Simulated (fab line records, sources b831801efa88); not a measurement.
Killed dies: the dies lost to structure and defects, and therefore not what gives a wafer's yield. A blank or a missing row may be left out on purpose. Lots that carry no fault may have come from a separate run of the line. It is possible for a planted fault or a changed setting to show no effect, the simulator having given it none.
What tool caused it? :: flow gf180mcu :: 14 lots with 42 wafers sampled at 4 steps, on a route of 602 steps

WHAT EACH GAUGE READ, for each wafer
GF_M1_RS_MEAS_05: measurement is done with a four-point probe.
lot: L225
measured: day 16 11:43
on: film metro-04
M1_ALCU_RS (ohm/sq): 0.0701 0.0694 0.0694

lot: L226
measured: day 16 20:14
on: film metro-03
M1_ALCU_RS (ohm/sq): 0.0694 0.0687 0.0690

lot: L227
measured: day 17 08:43
on: film metro-01
M1_ALCU_RS (ohm/sq): 0.0707 0.0695 0.0696

lot: L228
measured: day 17 17:53
on: film metro-04
M1_ALCU_RS (ohm/sq): 0.0693 0.0678 0.0689

lot: L229
measured: day 18 01:31
on: film metro-01
M1_ALCU_RS (ohm/sq): 0.0685 0.0670 0.0688

lot: L230
measured: day 18 07:36
on: film metro-01
M1_ALCU_RS (ohm/sq): 0.0686 0.0687 0.0696

lot: L231
measured: day 18 17:24
on: film metro-03
M1_ALCU_RS (ohm/sq): 0.0697 0.0694 0.0678

lot: L236
measured: day 21 14:29
on: film metro-01
M1_ALCU_RS (ohm/sq): 0.0686 0.0681 0.0690

lot: L237
measured: day 22 00:07
on: film metro-03
M1_ALCU_RS (ohm/sq): 0.0692 0.0693 0.0691

lot: L239
measured: day 22 06:35
on: film metro-03
M1_ALCU_RS (ohm/sq): 0.0701 0.0696 0.0701

lot: L240
measured: day 22 14:04
on: film metro-01
M1_ALCU_RS (ohm/sq): 0.0695 0.0699 0.0691

lot: L241
measured: day 23 05:22
on: film metro-04
M1_ALCU_RS (ohm/sq): 0.0703 0.0689 0.0691

lot: L242
measured: day 23 03:43
on: film metro-03
M1_ALCU_RS (ohm/sq): 0.0694 0.0699 0.0696

lot: L243
measured: day 23 15:25
on: film metro-03
M1_ALCU_RS (ohm/sq): 0.0677 0.0675 0.0687

GF_M1_THK_MEAS_06: measures by xrf.
lot: L225
measured: day 16 11:50
on: film metro-04
M1_ALCU_THK (nm): 454 454 455

lot: L226
measured: day 16 20:21
on: film metro-03
M1_ALCU_THK (nm): 444 452 450

lot: L227
measured: day 17 08:50
on: film metro-01
M1_ALCU_THK (nm): 442 449 450

lot: L228
measured: day 17 18:00
on: film metro-04
M1_ALCU_THK (nm): 460 469 465

lot: L229
measured: day 18 01:38
on: film metro-01
M1_ALCU_THK (nm): 460 470 455

lot: L230
measured: day 18 07:43
on: film metro-01
M1_ALCU_THK (nm): 456 458 451

lot: L231
measured: day 18 17:31
on: film metro-03
M1_ALCU_THK (nm): 449 451 460

lot: L236
measured: day 21 14:37
on: film metro-01
M1_ALCU_THK (nm): 452 454 448

lot: L237
measured: day 22 00:14
on: film metro-03
M1_ALCU_THK (nm): 453 453 453

lot: L239
measured: day 22 06:41
on: film metro-03
M1_ALCU_THK (nm): 448 450 446

lot: L240
measured: day 22 14:11
on: film metro-01
M1_ALCU_THK (nm): 448 444 450

lot: L241
measured: day 23 05:29
on: film metro-04
M1_ALCU_THK (nm): 453 460 459

lot: L242
measured: day 23 03:50
on: film metro-03
M1_ALCU_THK (nm): 449 445 447

lot: L243
measured: day 23 15:31
on: film metro-03
M1_ALCU_THK (nm): 460 460 453

EACH LOT AND THE TOOL THAT RAN IT (in order: tool; ch and the chambers of the sampled wafers; start)
lot: L225
GF_NWELL_EXPOSE_04: iline stepper-02 ch 0, day 3 08:49
GF_CONTACT_CMP_04: cmp-01 ch 0,2,3, day 15 12:04

lot: L226
GF_NWELL_EXPOSE_04: iline stepper-02 ch 0, day 3 12:36
GF_CONTACT_CMP_04: cmp-01 ch 1,2, day 15 20:21

lot: L227
GF_NWELL_EXPOSE_04: iline stepper-01 ch 0, day 3 21:08
GF_CONTACT_CMP_04: cmp-01 ch 0,1,3, day 16 08:15

lot: L228
GF_NWELL_EXPOSE_04: iline stepper-02 ch 0, day 4 02:11
GF_CONTACT_CMP_04: cmp-01 ch 0,2,3, day 16 16:40

lot: L229
GF_NWELL_EXPOSE_04: iline stepper-02 ch 0, day 4 05:25
GF_CONTACT_CMP_04: cmp-01 ch 0,2,3, day 17 00:00

lot: L230
GF_NWELL_EXPOSE_04: iline stepper-02 ch 0, day 4 08:28
GF_CONTACT_CMP_04: cmp-02 ch 0,2,3, day 17 06:12

lot: L231
GF_NWELL_EXPOSE_04: iline stepper-02 ch 0, day 4 15:06
GF_CONTACT_CMP_04: cmp-01 ch 1,2, day 17 15:51

lot: L236
GF_NWELL_EXPOSE_04: iline stepper-01 ch 0, day 6 04:00
GF_CONTACT_CMP_04: cmp-01 ch 2,3, day 20 12:40

lot: L237
GF_NWELL_EXPOSE_04: iline stepper-01 ch 0, day 6 10:55
GF_CONTACT_CMP_04: cmp-02 ch 0,1,2, day 20 22:22

lot: L239
GF_NWELL_EXPOSE_04: iline stepper-01 ch 0, day 6 17:46
GF_CONTACT_CMP_04: cmp-02 ch 0,1,3, day 21 04:44

lot: L240
GF_NWELL_EXPOSE_04: iline stepper-02 ch 0, day 6 21:05
GF_CONTACT_CMP_04: cmp-01 ch 0,1,3, day 21 13:10

lot: L241
GF_NWELL_EXPOSE_04: iline stepper-02, day 7 04:55
GF_CONTACT_CMP_04: cmp-01 ch 0,1,2, day 22 05:19

lot: L242
GF_NWELL_EXPOSE_04: iline stepper-02, day 7 06:30
GF_CONTACT_CMP_04: cmp-01 ch 0,1,3, day 22 02:36

lot: L243
GF_NWELL_EXPOSE_04: iline stepper-02 ch 0, day 7 12:35
GF_CONTACT_CMP_04: cmp-01 ch 1,2, day 22 14:05
- GF_NWELL_EXPOSE_04: exposes mask Nwell, target cd 860 nm.
- GF_CONTACT_CMP_04: polishes SiO2.

AS READ BY THE TOOLS THEMSELVES (means over the sampled wafers that have a number; for cases with no such wafer, the mark the record gives instead)
GF_NWELL_EXPOSE_04.
lot: L225
tool: iline stepper-02
exposure dose mJ cm2: 259.97
focus offset nm (nm): 0.2
reticle temp C (C): 23.03

lot: L226
tool: iline stepper-02
exposure dose mJ cm2: 260.22
focus offset nm (nm): -0.4
reticle temp C (C): 23.02

lot: L227
tool: iline stepper-01
exposure dose mJ cm2: 259.92
focus offset nm (nm): 0.4
reticle temp C (C): 22.94

lot: L228
tool: iline stepper-02
exposure dose mJ cm2: 259.97
focus offset nm (nm): 0.7
reticle temp C (C): 23.02

lot: L229
tool: iline stepper-02
exposure dose mJ cm2: 259.90
focus offset nm (nm): 0.1
reticle temp C (C): 22.89

lot: L230
tool: iline stepper-02
exposure dose mJ cm2: 259.85
focus offset nm (nm): 0.2
reticle temp C (C): 23.02

lot: L231
tool: iline stepper-02
exposure dose mJ cm2: 260.02
focus offset nm (nm): -0.3
reticle temp C (C): 23.00

lot: L236
tool: iline stepper-01
exposure dose mJ cm2: 260.19
focus offset nm (nm): 0.4
reticle temp C (C): 22.86

lot: L237
tool: iline stepper-01
exposure dose mJ cm2: 259.82
focus offset nm (nm): -0.5
reticle temp C (C): 23.01

lot: L239
tool: iline stepper-01
exposure dose mJ cm2: 260.31
focus offset nm (nm): 0.4
reticle temp C (C): 23.01

lot: L240
tool: iline stepper-02
exposure dose mJ cm2: 259.71
focus offset nm (nm): -0.6
reticle temp C (C): 23.02

lot: L241
tool: iline stepper-02
exposure dose mJ cm2: -
focus offset nm (nm): -
reticle temp C (C): -

lot: L242
tool: iline stepper-02
exposure dose mJ cm2: -
focus offset nm (nm): -
reticle temp C (C): -

lot: L243
tool: iline stepper-02
exposure dose mJ cm2: 260.22
focus offset nm (nm): 0.3
reticle temp C (C): 23.10

GF_CONTACT_CMP_04.
lot: L225
tool: cmp-01
motor current A (A): 12.0
time to endpoint s (s): 117

lot: L226
tool: cmp-01
motor current A (A): 12.6
time to endpoint s (s): 115

lot: L227
tool: cmp-01
motor current A (A): 12.5
time to endpoint s (s): 118

lot: L228
tool: cmp-01
motor current A (A): 12.1
time to endpoint s (s): 109

lot: L229
tool: cmp-01
motor current A (A): 11.9
time to endpoint s (s): 114

lot: L230
tool: cmp-02
motor current A (A): 12.1
time to endpoint s (s): 113

lot: L231
tool: cmp-01
motor current A (A): 12.5
time to endpoint s (s): 110

lot: L236
tool: cmp-01
motor current A (A): 11.6
time to endpoint s (s): 111

lot: L237
tool: cmp-02
motor current A (A): 13.2
time to endpoint s (s): 106

lot: L239
tool: cmp-02
motor current A (A): 12.9
time to endpoint s (s): 100

lot: L240
tool: cmp-01
motor current A (A): 12.2
time to endpoint s (s): 118

lot: L241
tool: cmp-01
motor current A (A): 12.0
time to endpoint s (s): 121

lot: L242
tool: cmp-01
motor current A (A): 12.4
time to endpoint s (s): 110

lot: L243
tool: cmp-01
motor current A (A): 12.6
time to endpoint s (s): 111

THE ANSWER, worked out from the rows above alone
Rule: what is usual is taken from the lots themselves. The widest of any qualifying gaps counts: lots, ordered by their means at a reading, are off when they make up no more than a third of the lots, leave a main group of 4 or more, and stand apart from it by 3 or more times the standard deviation of that group's means. Not used: any main group whose means are identical at the precision the tables above print for the reading. A lot without any number at a reading at which 4 lots or more have one is off too. The other lots that the step has rows for count as sound. Order of review: gauges by route order, followed by the tools' own readings, for which a lot's mean as printed above is used. At the first step where some lot is off, the reading lying furthest off is the one used; lots without a number count as furthest.
Off: L241, L242 (GF_NWELL_EXPOSE_04, exposure dose mJ cm2). Without a number there: L241, L242. Mean 260.01 and standard deviation 0.18 in the main group.
If a tool, at that step or one of the process steps before it, ran each lot that is off and ran no sound lot following the first of them, it fits. Not one of the candidates tried fits.

WHAT THE SIMULATOR HAD INSERTED
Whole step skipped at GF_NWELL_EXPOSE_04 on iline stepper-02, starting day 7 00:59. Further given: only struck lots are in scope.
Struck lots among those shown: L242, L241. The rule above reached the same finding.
